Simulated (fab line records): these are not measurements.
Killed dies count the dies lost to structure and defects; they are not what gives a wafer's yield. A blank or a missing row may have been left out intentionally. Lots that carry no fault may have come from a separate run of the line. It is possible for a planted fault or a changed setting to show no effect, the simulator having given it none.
fab line records	flow sky130
record lots=24	wafers=72	lastDay=50
route steps=708 shown VT_ADJUST_PCH@150 GATE_OXIDE@197 METAL1@435 VIA1@460 CAPM@550
lots that met no fault: taken from a fault-free run of the same line
startH: hours from the record's first day to the start of the lot's first wafer shown	waitH: hours elapsed since this lot's preceding step	" same as the row above	L1.1+2: one row covering several wafers at once	- no value, or no start given	* or withheld: withheld	< > ~ a bound
route shown NAME@n: NAME is a module with steps in the file, n the number in the route of the first one	usual: average and standard deviation across the fault-free wafers	same: alike in all rows	chamber/n: place in a boat	sites: readings site by site	_std_site: how widely they spread, as a standard deviation	_edge_site: the outer-site mean with the inner-site mean subtracted	radiusMm: how far each site lies from the wafer's centre	mask NAME#n: copy n	behind: tool/chamber where the wafer was last shaped	hold: why the lot went on hold/how many hours it stayed there/how the hold came to an end	device: which transistor (n, p or np) failed to switch	end of line: tests of these same wafers at the route's end	a step with no rows: only its recipe	killed: the dies lost at the first sort to structure and to defects; this is not the yield of the wafer	map: shows each die of a wafer: x if killed, . if not, _ if none is there
set.NAME: the setting the step ran with; set.NAME@STEP: the setting that earlier step ran with	model.NAME: the simulator's own value behind a step, which no gauge read
the route's steps for a sample of lots (tables are steps, rows are wafers)
services: the hour from which a tool's chamber was out of use, counted from the record's first day as startH (under 0 if before that day), plus the number of hours and why
## steps
# step SKY_VT_ADJUST_PCH_OVL_MEAS_07
# usual VT_ADJUST_PCH_OVL=0.1/1.1
lot.wafer	tool	chamber	startH	waitH	VT_ADJUST_PCH_OVL[nm]
L074.3	overlay-02	-	225.55	-	-0.9
L074.5	"	-	"	"	1.8
L074.6	"	-	"	"	-2.5
L075.3	overlay-02	-	227.75	-	1.3
L075.5	"	-	"	"	0.7
L075.6	"	-	"	"	0.8
L076.2	overlay-01	-	236.61	-	0.4
L076.4	"	-	"	"	-0.8
L076.6	"	-	"	"	-1.5
L077.1	overlay-01	-	237.74	-	-0.1
L077.4	"	-	"	"	-0.6
L077.5	"	-	"	"	-0.3
L078.1	overlay-02	-	242.85	-	-2.8
L078.4	"	-	"	"	-0.6
L078.5	"	-	"	"	-0.3
L079.2	overlay-02	-	260.94	-	-1.0
L079.5	"	-	"	"	-0.4
L079.6	"	-	"	"	1.1
L080.1	overlay-02	-	262.32	-	-1.6
L080.3	"	-	"	"	1.0
L080.4	"	-	"	"	-1.5
L081.3	overlay-02	-	267.07	-	0.8
L081.4	"	-	"	"	0.2
L081.6	"	-	"	"	-0.1
L082.3	overlay-02	-	275.92	-	0.3
L082.4	"	-	"	"	-1.1
L082.6	"	-	"	"	0.5
L083.1	overlay-01	-	285.99	-	-1.2
L083.2	"	-	"	"	-1.3
L083.4	"	-	"	"	-1.4
L084.1	overlay-02	-	294.52	-	1.5
L084.2	"	-	"	"	1.5
L084.4	"	-	"	"	-0.1
L085.1	overlay-02	-	301.65	-	1.5
L085.4	"	-	"	"	-0.1
L085.5	"	-	"	"	0.9
L086.2	overlay-02	-	310.41	-	-1.1
L086.4	"	-	"	"	-0.5
L086.5	"	-	"	"	1.3
L087.1	overlay-02	-	316.92	-	-0.5
L087.3	"	-	"	"	0.0
L087.5	"	-	"	"	0.2
L088.1	overlay-02	-	325.87	-	-0.7
L088.3	"	-	"	"	0.1
L088.4	"	-	"	"	-0.5
L089.1	overlay-01	-	328.60	-	0.2
L089.4	"	-	"	"	0.2
L089.5	"	-	"	"	-0.4
L090.1	overlay-02	-	338.55	-	2.1
L090.4	"	-	"	"	1.2
L090.5	"	-	"	"	0.4
L091.2	overlay-01	-	350.79	-	0.8
L091.3	"	-	"	"	0.5
L091.4	"	-	"	"	1.5
L092.4	overlay-02	-	360.35	-	-1.1
L092.5	"	-	"	"	1.5
L092.6	"	-	"	"	-0.3
L097.1	overlay-02	-	413.14	-	-0.1
L097.2	"	-	"	"	1.3
L097.4	"	-	"	"	1.9
L094.3	overlay-02	-	415.12	-	-0.3
L094.4	"	-	"	"	0.0
L094.6	"	-	"	"	0.4
L095.1	overlay-02	-	415.64	-	1.2
L095.3	"	-	"	"	0.2
L095.6	"	-	"	"	1.8
L096.2	overlay-02	-	416.51	-	1.7
L096.3	"	-	"	"	-1.0
L096.4	"	-	"	"	-0.1
L093.2	overlay-01	-	417.03	-	2.1
L093.5	"	-	"	"	0.1
L093.6	"	-	"	"	-0.6
# step SKY_VT_ADJUST_PCH_STRIP_09
# recipe chemistry=O2/N2	powerW=1400	pressureMtorr=1500	platenTempC=withheld	o2FlowSccm=3000	n2FlowSccm=300	overashFraction=0.5
# usual drypumpMotorCurrentA=6.0/0.62	oesProductAu=0.722/0.0047	stripTimeToEndpointS=36.96/0.11
lot.wafer	tool	chamber	startH	waitH	drypumpMotorCurrentA	oesProductAu	rfHoursCounterH	stripTimeToEndpointS
L074.3	plasmaAsher-04	1	225.76	0.1	5.3	0.722	-	36.90
L074.5	"	1	"	"	5.3	0.719	-	37.00
L074.6	"	0	"	"	6.5	0.720	-	36.85
L075.3	plasmaAsher-03	0	227.96	0.1	6.6	0.728	-	36.93
L075.5	"	1	"	"	5.5	0.724	-	37.01
L075.6	"	0	"	"	6.7	0.718	-	36.88
L076.2	plasmaAsher-02	0	236.79	0.1	5.2	0.729	56	36.93
L076.4	"	1	"	"	6.5	0.717	-	36.95
L076.6	"	0	"	"	5.2	0.732	-	36.98
L077.1	plasmaAsher-02	1	237.92	0.1	6.6	0.722	56	36.96
L077.4	"	1	"	"	6.6	0.727	-	36.95
L077.5	"	0	"	"	5.2	0.724	-	36.87
L078.1	plasmaAsher-04	1	243.04	0.1	5.4	0.723	12	36.89
L078.4	"	0	"	"	6.5	0.722	-	36.85
L078.5	"	0	"	"	6.5	0.722	-	36.93
L079.2	plasmaAsher-03	1	261.12	0.1	5.5	0.725	43	36.99
L079.5	"	1	"	"	5.5	0.722	-	36.84
L079.6	"	0	"	"	6.7	0.725	-	36.95
L080.1	plasmaAsher-02	1	262.51	0.1	6.5	0.725	59	36.82
L080.3	"	0	"	"	5.2	0.714	-	36.86
L080.4	"	1	"	"	6.6	0.724	-	36.83
L081.3	plasmaAsher-02	0	267.27	0.1	5.2	0.717	-	36.92
L081.4	"	1	"	"	6.5	0.723	-	36.96
L081.6	"	1	"	"	6.5	0.723	-	37.01
L082.3	plasmaAsher-03	0	276.12	0.1	6.6	0.714	-	36.86
L082.4	"	1	"	"	5.5	0.725	-	36.78
L082.6	"	0	"	"	6.7	0.719	-	36.90
L083.1	plasmaAsher-03	1	286.17	0.1	5.5	0.722	45	36.99
L083.2	"	0	"	"	6.7	0.720	45	37.00
L083.4	"	1	"	"	5.5	0.725	-	36.89
L084.1	plasmaAsher-02	0	294.71	0.1	5.2	0.717	62	36.92
L084.2	"	1	"	"	6.6	0.720	62	36.97
L084.4	"	0	"	"	5.2	0.729	-	36.89
L085.1	plasmaAsher-04	0	301.84	0.1	6.5	0.727	18	36.92
L085.4	"	1	"	"	5.3	0.725	-	37.05
L085.5	"	0	"	"	6.5	0.731	-	36.97
L086.2	plasmaAsher-03	1	310.59	0.1	5.5	0.714	48	36.94
L086.4	"	1	"	"	5.4	0.716	-	37.01
L086.5	"	1	"	"	5.5	0.725	-	37.10
L087.1	plasmaAsher-03	0	317.11	0.1	6.7	0.719	48	37.00
L087.3	"	1	"	"	5.5	0.723	-	37.13
L087.5	"	1	"	"	5.5	0.735	-	37.28
L088.1	plasmaAsher-03	0	326.06	0.1	6.6	0.728	49	37.00
L088.3	"	0	"	"	6.7	0.716	-	36.93
L088.4	"	1	"	"	5.5	0.722	-	37.05
L089.1	plasmaAsher-04	1	328.79	0.1	5.4	0.718	20	37.12
L089.4	"	1	"	"	5.4	0.723	-	37.17
L089.5	"	0	"	"	6.5	0.720	-	36.93
L090.1	plasmaAsher-03	0	338.74	0.1	6.6	0.719	51	37.11
L090.4	"	0	"	"	6.7	0.721	-	37.19
L090.5	"	0	"	"	6.7	0.717	-	37.15
L091.2	plasmaAsher-03	1	350.97	0.1	5.5	0.718	52	36.85
L091.3	"	0	"	"	6.7	0.719	-	36.84
L091.4	"	1	"	"	5.5	0.723	-	36.79
L092.4	plasmaAsher-02	0	360.56	0.1	5.2	0.718	-	36.75
L092.5	"	1	"	"	6.5	0.722	-	36.77
L092.6	"	0	"	"	5.2	0.720	-	36.74
L097.1	plasmaAsher-04	1	413.32	0.1	5.3	0.723	29	36.92
L097.2	"	0	"	"	6.5	0.728	29	36.91
L097.4	"	0	"	"	6.5	0.717	-	36.99
L094.3	plasmaAsher-03	1	415.32	0.1	5.5	0.724	-	36.87
L094.4	"	0	"	"	6.6	0.730	-	36.96
L094.6	"	0	"	"	6.6	0.719	-	36.93
L095.1	plasmaAsher-03	1	415.82	0.1	5.5	0.719	59	37.11
L095.3	"	0	"	"	6.7	0.724	-	36.97
L095.6	"	1	"	"	5.5	0.720	-	37.11
L096.2	plasmaAsher-03	0	416.69	0.1	6.7	0.717	59	37.06
L096.3	"	0	"	"	6.7	0.727	-	37.08
L096.4	"	1	"	"	5.5	0.729	-	37.08
L093.2	plasmaAsher-04	1	417.21	0.1	5.3	0.719	29	36.91
L093.5	"	0	"	"	6.5	0.712	-	36.97
L093.6	"	1	"	"	5.3	0.726	-	37.06
# step SKY_GATE_OXIDE_OVL_MEAS_10
# usual GATE_OXIDE_OVL=0.5/1.3
lot.wafer	tool	chamber	startH	waitH	GATE_OXIDE_OVL[nm]
L074.3	overlay-02	-	303.55	0.1	-0.3
L074.5	"	-	"	"	0.6
L074.6	"	-	"	"	2.0
L075.3	overlay-02	-	308.75	0.1	2.4
L075.5	"	-	"	"	0.6
L075.6	"	-	"	"	2.6
L076.2	overlay-02	-	315.34	0.1	-0.6
L076.4	"	-	"	"	-0.5
L076.6	"	-	"	"	-1.2
L077.1	overlay-02	-	324.23	0.1	-1.8
L077.4	"	-	"	"	-0.6
L077.5	"	-	"	"	-0.4
L078.1	overlay-01	-	329.04	0.1	1.8
L078.4	"	-	"	"	2.1
L078.5	"	-	"	"	0.8
L079.2	overlay-01	-	345.49	0.1	0.2
L079.5	"	-	"	"	-0.4
L079.6	"	-	"	"	0.1
L080.1	overlay-01	-	347.37	0.1	-1.3
L080.3	"	-	"	"	-1.9
L080.4	"	-	"	"	1.1
L081.3	overlay-02	-	356.48	0.1	0.4
L081.4	"	-	"	"	1.8
L081.6	"	-	"	"	2.4
L082.3	overlay-02	-	362.13	0.1	0.2
L082.4	"	-	"	"	0.4
L082.6	"	-	"	"	0.1
L083.1	overlay-02	-	377.82	0.1	-0.5
L083.2	"	-	"	"	-0.4
L083.4	"	-	"	"	2.5
L084.1	overlay-02	-	387.38	0.1	-0.8
L084.2	"	-	"	"	1.3
L084.4	"	-	"	"	0.6
L085.1	overlay-02	-	390.58	0.1	1.4
L085.4	"	-	"	"	1.2
L085.5	"	-	"	"	3.6
L086.2	overlay-02	-	401.49	0.1	-0.9
L086.4	"	-	"	"	0.7
L086.5	"	-	"	"	-1.4
L087.1	overlay-02	-	407.92	0.1	-0.8
L087.3	"	-	"	"	-1.0
L087.5	"	-	"	"	0.0
L088.1	overlay-02	-	417.49	0.1	1.1
L088.3	"	-	"	"	1.7
L088.4	"	-	"	"	-0.8
L089.1	overlay-01	-	426.53	0.1	1.9
L089.4	"	-	"	"	2.4
L089.5	"	-	"	"	-1.5
L090.1	overlay-02	-	433.19	0.1	2.8
L090.4	"	-	"	"	1.8
L090.5	"	-	"	"	4.2
L091.2	overlay-02	-	448.58	0.1	-0.6
L091.3	"	-	"	"	-0.4
L091.4	"	-	"	"	-0.7
L092.4	overlay-02	-	459.10	0.1	1.0
L092.5	"	-	"	"	-0.9
L092.6	"	-	"	"	1.0
L097.1	overlay-02	-	510.52	0.1	0.7
L097.2	"	-	"	"	0.5
L097.4	"	-	"	"	1.8
L094.3	overlay-02	-	512.43	0.1	1.8
L094.4	"	-	"	"	1.2
L094.6	"	-	"	"	0.2
L095.1	overlay-02	-	515.28	0.1	0.3
L095.3	"	-	"	"	2.4
L095.6	"	-	"	"	0.7
L093.2	overlay-02	-	516.78	0.1	1.7
L093.5	"	-	"	"	0.6
L093.6	"	-	"	"	0.4
L096.2	overlay-02	-	518.03	0.1	1.1
L096.3	"	-	"	"	1.2
L096.4	"	-	"	"	-0.4
# step SKY_METAL1_SPUTTER_01
# recipe material=TiN	targetThkNm=20	powerW=6500	timeS=16.7	chamberPressurePa=0.4144
# usual throttleValvePct=30.2/0.78
lot.wafer	tool	chamber	startH	waitH	throttleValvePct
L074.3	pvdSputter-03	-	729.32	0.0	29.8
L074.5	"	-	"	"	29.6
L074.6	"	-	"	"	30.3
L075.3	pvdSputter-03	-	735.98	0.0	29.7
L075.5	"	-	"	"	29.9
L075.6	"	-	"	"	30.2
L076.2	pvdSputter-02	-	739.41	0.0	29.0
L076.4	"	-	"	"	31.2
L076.6	"	-	"	"	29.8
L077.1	pvdSputter-02	-	752.17	0.0	29.4
L077.4	"	-	"	"	30.8
L077.5	"	-	"	"	31.3
L078.1	pvdSputter-03	-	758.42	0.0	30.3
L078.4	"	-	"	"	30.0
L078.5	"	-	"	"	30.1
L079.2	pvdSputter-01	-	772.66	0.0	31.0
L079.5	"	-	"	"	30.4
L079.6	"	-	"	"	31.3
L080.1	pvdSputter-02	-	776.30	0.0	29.0
L080.3	"	-	"	"	30.5
L080.4	"	-	"	"	31.2
L081.3	pvdSputter-02	-	784.21	0.0	30.7
L081.4	"	-	"	"	29.1
L081.6	"	-	"	"	29.2
L082.3	pvdSputter-02	-	791.32	0.0	29.3
L082.4	"	-	"	"	30.7
L082.6	"	-	"	"	30.7
L083.1	pvdSputter-02	-	805.67	0.0	29.3
L083.2	"	-	"	"	31.3
L083.4	"	-	"	"	30.6
L084.1	pvdSputter-03	-	814.29	0.0	29.8
L084.2	"	-	"	"	30.3
L084.4	"	-	"	"	29.9
L085.1	pvdSputter-01	-	815.68	0.0	31.2
L085.4	"	-	"	"	31.3
L085.5	"	-	"	"	29.3
L086.2	pvdSputter-01	-	823.93	0.0	31.3
L086.4	"	-	"	"	30.9
L086.5	"	-	"	"	31.3
L087.1	pvdSputter-02	-	827.30	0.0	29.0
L087.3	"	-	"	"	29.6
L087.5	"	-	"	"	29.4
L088.1	pvdSputter-01	-	837.63	0.0	31.1
L088.3	"	-	"	"	30.7
L088.4	"	-	"	"	29.5
L089.1	pvdSputter-02	-	847.29	0.0	29.5
L089.4	"	-	"	"	31.4
L089.5	"	-	"	"	29.4
L090.1	pvdSputter-03	-	853.83	0.0	30.3
L090.4	"	-	"	"	29.8
L090.5	"	-	"	"	29.8
L091.2	pvdSputter-03	-	863.13	0.0	30.2
L091.3	"	-	"	"	29.9
L091.4	"	-	"	"	29.8
L092.4	pvdSputter-02	-	876.82	0.0	28.9
L092.5	"	-	"	"	31.4
L092.6	"	-	"	"	30.4
L094.3	pvdSputter-02	-	917.68	0.0	30.7
L094.4	"	-	"	"	31.2
L094.6	"	-	"	"	31.6
L097.1	pvdSputter-01	-	917.98	0.0	29.5
L097.2	"	-	"	"	31.0
L097.4	"	-	"	"	30.9
L095.1	pvdSputter-01	-	919.01	0.0	30.4
L095.3	"	-	"	"	29.1
L095.6	"	-	"	"	29.2
L093.2	pvdSputter-02	-	920.83	0.0	30.7
L093.5	"	-	"	"	30.7
L093.6	"	-	"	"	29.1
L096.2	pvdSputter-01	-	924.43	0.0	30.6
L096.3	"	-	"	"	29.1
L096.4	"	-	"	"	31.1
# step SKY_VIA1_CMP_02
# recipe material=SiO2	downForcePsi=4	platenRpm=60	padVelocityMS=0.94248
# usual motorCurrentA=12.3/0.77	platenRpm=60.00/0.039
lot.wafer	tool	chamber	startH	waitH	motorCurrentA	platenRpm
L074.3	cmp-01	0	757.50	0.1	12.4	59.97
L074.6	"	3	"	"	12.6	60.00
L074.5	"	0	"	"	12.3	59.95
L075.3	cmp-01	0	765.26	0.1	12.8	59.98
L075.5	"	3	"	"	11.9	60.06
L075.6	"	0	"	"	12.9	59.97
L076.2	cmp-01	1	767.85	0.1	12.8	60.02
L076.4	"	2	"	"	11.8	60.04
L076.6	"	0	"	"	12.2	60.02
L077.4	cmp-02	2	780.69	0.1	11.4	60.04
L077.1	"	3	"	"	11.2	59.99
L077.5	"	1	"	"	12.9	60.06
L078.1	cmp-01	3	786.66	0.1	12.3	59.98
L078.4	"	0	"	"	12.7	59.99
L078.5	"	2	"	"	12.6	59.96
L079.2	cmp-02	2	800.90	0.0	11.2	59.99
L079.5	"	2	"	"	11.2	59.97
L079.6	"	3	"	"	11.3	59.99
L080.4	cmp-02	0	804.36	0.1	12.1	60.02
L080.1	"	1	"	"	13.5	59.96
L080.3	"	2	"	"	11.2	60.02
L081.4	cmp-01	0	812.08	0.1	12.9	60.00
L081.3	"	1	"	"	12.0	59.99
L081.6	"	3	"	"	12.0	60.02
L082.4	cmp-01	3	818.39	0.1	12.7	59.93
L082.3	"	1	"	"	12.9	60.05
L082.6	"	3	"	"	12.1	60.07
L083.2	cmp-01	2	833.30	0.0	12.3	59.98
L083.1	"	3	"	"	12.3	59.98
L083.4	"	0	"	"	12.9	60.01
L084.2	cmp-01	2	841.65	0.0	12.4	59.95
L084.1	"	3	"	"	12.3	60.02
L084.4	"	1	"	"	12.8	60.08
L085.1	cmp-02	0	843.14	0.1	12.7	59.99
L085.4	"	2	"	"	11.9	59.95
L085.5	"	1	"	"	14.2	60.02
L086.4	cmp-01	2	851.50	0.1	12.0	60.02
L086.2	"	3	"	"	12.1	60.03
L086.5	"	0	"	"	12.6	60.01
L087.1	cmp-01	1	854.98	0.3	12.4	60.00
L087.3	"	2	"	"	13.1	60.01
L087.5	"	0	"	"	11.9	60.01
L088.1	cmp-02	1	865.60	0.1	13.2	59.99
L088.4	"	2	"	"	11.5	59.97
L088.3	"	3	"	"	11.2	59.93
L089.4	cmp-01	3	875.09	0.1	12.3	60.05
L089.1	"	0	"	"	12.7	60.00
L089.5	"	3	"	"	11.9	60.07
L090.4	cmp-02	2	882.07	0.6	11.9	60.01
L090.1	"	3	"	"	11.1	60.01
L090.5	"	1	"	"	13.8	60.00
L091.4	cmp-02	2	889.26	0.0	10.8	60.03
L091.3	"	3	"	"	11.3	59.95
L091.2	"	1	"	"	13.7	60.01
L092.4	cmp-01	3	903.47	0.0	12.2	59.96
L092.6	"	3	"	"	11.5	59.97
L092.5	"	0	"	"	12.0	60.02
L094.3	cmp-02	2	943.99	0.1	11.7	59.98
L094.4	"	3	"	"	11.5	59.97
L094.6	"	2	"	"	11.8	59.99
L097.4	cmp-02	3	944.41	0.1	11.2	60.01
L097.2	"	0	"	"	12.7	60.10
L097.1	"	1	"	"	13.1	59.99
L095.1	cmp-02	3	945.24	0.1	11.2	60.05
L095.3	"	0	"	"	12.0	59.96
L095.6	"	3	"	"	10.7	60.03
L093.2	cmp-02	3	947.61	0.1	11.4	60.07
L093.5	"	2	"	"	10.9	59.92
L093.6	"	3	"	"	11.2	60.04
L096.4	cmp-01	2	950.69	0.0	12.2	60.01
L096.2	"	3	"	"	11.5	60.03
L096.3	"	1	"	"	12.4	59.99
# step SKY_CAPM_METAL_ETCH_13
# recipe targetDepthNm=220	stopOn=SiO2	chemistry=Cl2/BCl3	target=TiN	pressureMtorr=10	icpW=900	biasW=48.5	Cl2_flow_sccm=60	bcl3FlowSccm=30	timeS=62.9
# usual drypumpMotorCurrentA=5.9/0.57	oesProductAu=0.942/0.0081	throttleValvePct=21.902/0.011
lot.wafer	tool	chamber	startH	waitH	drypumpMotorCurrentA	oesProductAu	rfHoursCounterH	throttleValvePct
L074.3	rieMetal-04	0	868.84	0.1	5.8	0.953	-	21.893
L074.5	"	0	"	"	5.8	0.939	-	21.903
L074.6	"	0	"	"	5.8	0.938	-	21.894
L075.3	rieMetal-02	0	875.17	0.0	6.6	0.953	-	21.900
L075.5	"	1	"	"	6.6	0.944	-	21.904
L075.6	"	0	"	"	6.6	0.943	-	21.887
L076.2	rieMetal-01	0	879.54	0.0	5.7	0.944	4	21.911
L076.4	"	0	"	"	5.7	0.944	-	21.906
L076.6	"	1	"	"	5.0	0.942	-	21.904
L077.1	rieMetal-01	1	891.04	0.0	5.0	0.937	3	21.897
L077.4	"	1	"	"	5.0	0.939	-	21.919
L077.5	"	0	"	"	5.7	0.938	-	21.899
L078.1	rieMetal-01	1	896.37	0.0	5.0	0.934	3	21.910
L078.4	"	1	"	"	5.0	0.935	-	21.898
L078.5	"	0	"	"	5.7	0.950	-	21.902
L079.2	rieMetal-04	1	910.42	0.0	6.4	0.933	2	21.903
L079.5	"	0	"	"	5.8	0.929	-	21.907
L079.6	"	1	"	"	6.4	0.926	-	21.912
L080.1	rieMetal-01	0	912.42	0.0	5.7	0.950	6	21.910
L080.3	"	0	"	"	5.7	0.949	-	21.910
L080.4	"	1	"	"	5.0	0.943	-	21.893
L081.3	rieMetal-01	1	921.00	0.0	5.0	0.954	-	21.897
L081.4	"	0	"	"	5.7	0.941	-	21.913
L081.6	"	1	"	"	5.0	0.935	-	21.887
L082.3	rieMetal-02	0	926.00	0.0	6.6	0.943	-	21.894
L082.4	"	1	"	"	6.6	0.952	-	21.904
L082.6	"	1	"	"	6.6	0.934	-	21.893
L083.1	rieMetal-04	0	940.94	0.0	5.8	0.945	13	21.895
L083.2	"	1	"	"	6.3	0.933	3	21.908
L083.4	"	1	"	"	6.3	0.946	-	21.884
L084.1	rieMetal-04	0	949.87	0.0	5.8	0.945	14	21.888
L084.2	"	1	"	"	6.4	0.945	4	21.892
L084.4	"	0	"	"	5.8	0.947	-	21.896
L085.1	rieMetal-01	0	951.12	0.0	5.7	0.940	7	21.905
L085.4	"	0	"	"	5.7	0.937	-	21.906
L085.5	"	0	"	"	5.7	0.946	-	21.892
L086.2	rieMetal-04	0	956.77	0.0	5.8	0.960	14	21.884
L086.4	"	0	"	"	5.8	0.945	-	21.913
L086.5	"	0	"	"	5.8	0.962	-	21.893
L087.1	rieMetal-01	1	961.69	0.0	5.0	0.937	6	21.914
L087.3	"	1	"	"	5.0	0.933	-	21.893
L087.5	"	0	"	"	5.8	0.947	-	21.903
L088.1	rieMetal-02	0	970.77	0.0	6.6	0.936	7	21.913
L088.3	"	1	"	"	6.6	0.934	-	21.896
L088.4	"	0	"	"	6.6	0.941	-	21.897
L089.1	rieMetal-02	0	979.37	0.0	6.6	0.954	8	21.900
L089.4	"	1	"	"	6.5	0.939	-	21.910
L089.5	"	0	"	"	6.6	0.952	-	21.896
L090.1	rieMetal-02	0	986.14	0.0	6.6	0.955	8	21.886
L090.4	"	1	"	"	6.6	0.953	-	21.886
L090.5	"	1	"	"	6.6	0.947	-	21.919
L091.2	rieMetal-04	0	992.22	0.0	5.7	0.949	16	21.893
L091.3	"	1	"	"	6.4	0.934	-	21.909
L091.4	"	0	"	"	5.8	0.931	-	21.895
L092.4	rieMetal-02	1	1005.27	0.0	6.5	0.946	-	21.908
L092.5	"	0	"	"	6.6	0.940	-	21.914
L092.6	"	1	"	"	6.6	0.933	-	21.905
L094.3	rieMetal-02	0	1041.95	0.0	6.6	0.938	-	21.908
L094.4	"	1	"	"	6.5	0.928	-	21.895
L094.6	"	1	"	"	6.5	0.938	-	21.890
L097.1	rieMetal-04	0	1043.12	0.0	5.8	0.950	19	21.900
L097.2	"	1	"	"	6.3	0.937	9	21.905
L097.4	"	0	"	"	5.8	0.942	-	21.911
L095.1	rieMetal-01	1	1043.77	0.0	5.0	0.948	10	21.894
L095.3	"	0	"	"	5.7	0.942	-	21.899
L095.6	"	1	"	"	5.0	0.938	-	21.897
L093.2	rieMetal-01	1	1045.64	0.0	5.0	0.948	11	21.894
L093.5	"	0	"	"	5.7	0.951	-	21.899
L093.6	"	1	"	"	5.0	0.941	-	21.891
L096.2	rieMetal-04	1	1049.42	0.0	6.4	0.950	-	21.912
L096.3	"	1	"	"	6.3	0.935	-	21.901
L096.4	"	1	"	"	6.4	0.949	-	21.922
## services
tool	chamber	startH	hours	kind
cmp-02	-	214.85	8.3	repair
cmp-01	-	232.16	4.0	pm
cmp-01	-	237.37	11.1	pm
pvdSputter-02	-	280.70	1.6	repair
cmp-01	-	286.66	1.0	repair
cmp-01	-	301.26	0.8	repair
cmp-02	-	352.48	7.1	pm
pvdSputter-02	-	399.21	0.5	repair
cmp-02	-	404.10	4.0	pm
pvdSputter-02	-	410.40	1.1	repair
cmp-02	-	420.57	2.0	repair
plasmaAsher-03	-	489.84	6.9	repair
cmp-01	-	510.98	4.4	pm
cmp-01	-	572.16	4.0	pm
cmp-01	-	614.48	3.9	pm
plasmaAsher-03	-	679.48	0.5	repair
cmp-01	-	745.24	2.0	repair
plasmaAsher-03	-	823.49	0.8	repair
cmp-01	-	877.82	12.5	repair
cmp-01	-	890.29	3.9	pm
plasmaAsher-03	-	908.79	4.1	repair
cmp-01	-	912.16	4.0	pm
plasmaAsher-03	-	950.21	2.2	repair
cmp-01	-	978.68	4.7	repair
## key
fault none
